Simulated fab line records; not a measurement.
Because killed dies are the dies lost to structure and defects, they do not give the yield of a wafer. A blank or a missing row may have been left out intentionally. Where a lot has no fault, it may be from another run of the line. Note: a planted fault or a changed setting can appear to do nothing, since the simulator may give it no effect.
Struck lot and sound lot, side by side || flow gf180mcu || 26 out of 602 route steps
Sound: these wafers, L633.3, L633.4, L633.5. Struck: wafer L636.1 (left out: L636.4, L636.6 of the same lot, which were not struck); the cause appears at the end.
Per side, at each step with rows, come the tool, then ch with its chambers, and then its first start. Under that, the readings that differ: sound wafers || struck wafers || difference of the means || sigmas: that difference in standard deviations of wafers without a fault.
alike: same words and numbers on both sides, and readings whose means sit less than 2 such deviations apart. not compared: any withheld reading, any reading some wafer has no value for, any bound like >300 that may hide the same value, and any number with overlapping values for which the record gives no deviation.
The two part at a step that has a row with sigmas, a row that says differs or no value, or rows on one side only. When numbers do not overlap yet have no deviation, they are printed without sigmas and do not part them. A reading that every wafer of one side lacks parts them only if that side has two wafers or more.

first, 6 steps without rows for these wafers: GF_TOP_METAL_HMDS_08 (prime time 60 s); GF_TOP_METAL_COAT_09 (resist thk 1500 nm); GF_TOP_METAL_SOFTBAKE_10 (time 60 s); GF_TOP_METAL_EXPOSE_11 (exposes mask MetalTop, target cd 440 nm); GF_TOP_METAL_PEB_12; GF_TOP_METAL_DEVELOP_13 (develop time 60 s).
GF_TOP_METAL_CD_MEAS_14 targets a cd of 440 nm.
  sound on cdSem-01, day 28 15:23; struck on cdSem-01, day 29 15:14
{"reading": "cdNm (nm)", "sound": "437.9 440.4 437.9", "struck": 444.9, "difference": "+6.2", "sigmas": "+3"}
GF_TOP_METAL_OVL_MEAS_15:
  sound on overlay-02, day 28 15:29; struck on overlay-02, day 29 15:21
  alike: TOP_METAL_OVL
GF_TOP_METAL_METAL_ETCH_16: etches the open film in Cl2/BCl3, stops on SiO2, target depth 1077.5 nm, time 179.6 s.
  sound on rieMetal-04 ch 0,1, day 28 15:34; struck on rieMetal-04 ch 0, day 29 15:23
{"reading": "rfHoursCounterH (h)", "sound": "- - -", "struck": 11, "difference": "no value on the sound wafers", "sigmas": ""}
  alike: chamberPressureMTorr, drypumpMotorCurrentA, oesProductAu, throttleValvePct
GF_TOP_METAL_STRIP_17: strips in O2/N2.
  sound on plasmaAsher-01 ch 0,1, day 28 15:43; struck on plasmaAsher-04 ch 0, day 29 15:34
{"reading": "rfHoursCounterH (h)", "sound": "- - -", "struck": 30, "difference": "no value on the sound wafers", "sigmas": ""}
  alike: chamberPressureMTorr, drypumpMotorCurrentA, heaterPowerW, oesProductAu, stripTimeToEndpointS
then, 2 steps without rows for these wafers: GF_TOP_METAL_STRIP_18 (strips in post etch residue remover, time 1200 s); GF_TOP_METAL_CLEAN_19 (cleans in DIW).
GF_PASSIVATION_CVD_00: deposits SiO2 from TEOS, target thk 1000 nm, time 111.95 s.
  sound on pecvd-02 ch 0,1, day 28 16:13; struck on pecvd-02 ch 1, day 29 16:05
{"reading": "model.SiO2_of_PASSIVATION_CVD_00.thkNm (nm)", "sound": "986.7 988.8 987.3", "struck": 655.5, "difference": -332.1, "sigmas": ""}
  alike: heaterPowerW, susceptorTempC
GF_PASSIVATION_THK_MEAS_01:
  sound on filmMetro-04, day 28 16:19; struck on filmMetro-01, day 29 16:10
{"reading": "PASSIVATION_CVD_00_THK (nm)", "sound": "987 989 988", "struck": 655, "difference": -333, "sigmas": -28}
GF_PASSIVATION_CVD_02: deposits Si3N4, target thk 700 nm, time 486.18 s.
  sound on pecvd-04 ch 0,1,2, day 28 16:21; struck on pecvd-01 ch 2, day 29 16:14
  alike: heaterPowerW, susceptorTempC
GF_PASSIVATION_THK_MEAS_03:
  sound on filmMetro-02, day 28 16:40; struck on filmMetro-04, day 29 16:31
{"reading": "PASSIVATION_CVD_02_THK (nm)", "sound": "713 714 717", "struck": 696, "difference": -19, "sigmas": -2}
then, 7 steps without rows for these wafers: GF_PASSIVATION_DEHYDRATE_04 (time 60 s); GF_PASSIVATION_HMDS_05 (prime time 60 s); GF_PASSIVATION_COAT_06 (resist thk 4000 nm); GF_PASSIVATION_SOFTBAKE_07; GF_PASSIVATION_EXPOSE_08 (exposes mask Pad, target cd 40000 nm); GF_PASSIVATION_PEB_09; GF_PASSIVATION_DEVELOP_10 (develop time 60 s).
GF_PASSIVATION_ETCH_11: etches the open film in CF4/O2, stops on TiN, target depth 1800 nm, time 400 s.
  sound on rieDiel-02 ch 0,3, day 29 12:08; struck on rieDiel-02 ch 3, day 30 10:58
{"reading": "oesProductAu (a.u.)", "sound": "0.969 0.957 0.971", "struck": 0.833, "difference": -0.133, "sigmas": -19}
{"reading": "rfHoursCounterH (h)", "sound": "- - -", "struck": 8, "difference": "no value on the sound wafers", "sigmas": ""}
{"reading": "throttleValvePct (%)", "sound": "5.951 5.960 5.971", "struck": 5.941, "difference": -0.020, "sigmas": -2}
{"reading": "model.PASSIVATION.featureDepthNm (nm)", "sound": "1700 1703 1704", "struck": 1352, "difference": -350, "sigmas": ""}
{"reading": "model.etch.depthNm (nm)", "sound": "1700 1703 1704", "struck": 1352, "difference": -350, "sigmas": ""}
  alike: chamberPressureMTorr, drypumpMotorCurrentA
GF_PASSIVATION_STRIP_12: strips in O2/N2.
  sound on plasmaAsher-03 ch 0,1, day 29 12:24; struck on plasmaAsher-01 ch 0, day 30 11:12
{"reading": "chamberPressureMTorr (mTorr)", "sound": "1498.8 1497.4 1499.3", "struck": 1502.3, "difference": "+3.8", "sigmas": "+3"}
{"reading": "rfHoursCounterH (h)", "sound": "- - -", "struck": 96, "difference": "no value on the sound wafers", "sigmas": ""}
  alike: drypumpMotorCurrentA, heaterPowerW, oesProductAu, stripTimeToEndpointS
GF_PASSIVATION_PROBE_99:
  rows exist in the record for the sound wafers here (prober-01, day 29 14:11), none for the struck ones

## WHERE THEY PART
Last at GF_PASSIVATION_PROBE_99 as far as this record goes, first at GF_TOP_METAL_CD_MEAS_14.

WHY: what the simulator had put in
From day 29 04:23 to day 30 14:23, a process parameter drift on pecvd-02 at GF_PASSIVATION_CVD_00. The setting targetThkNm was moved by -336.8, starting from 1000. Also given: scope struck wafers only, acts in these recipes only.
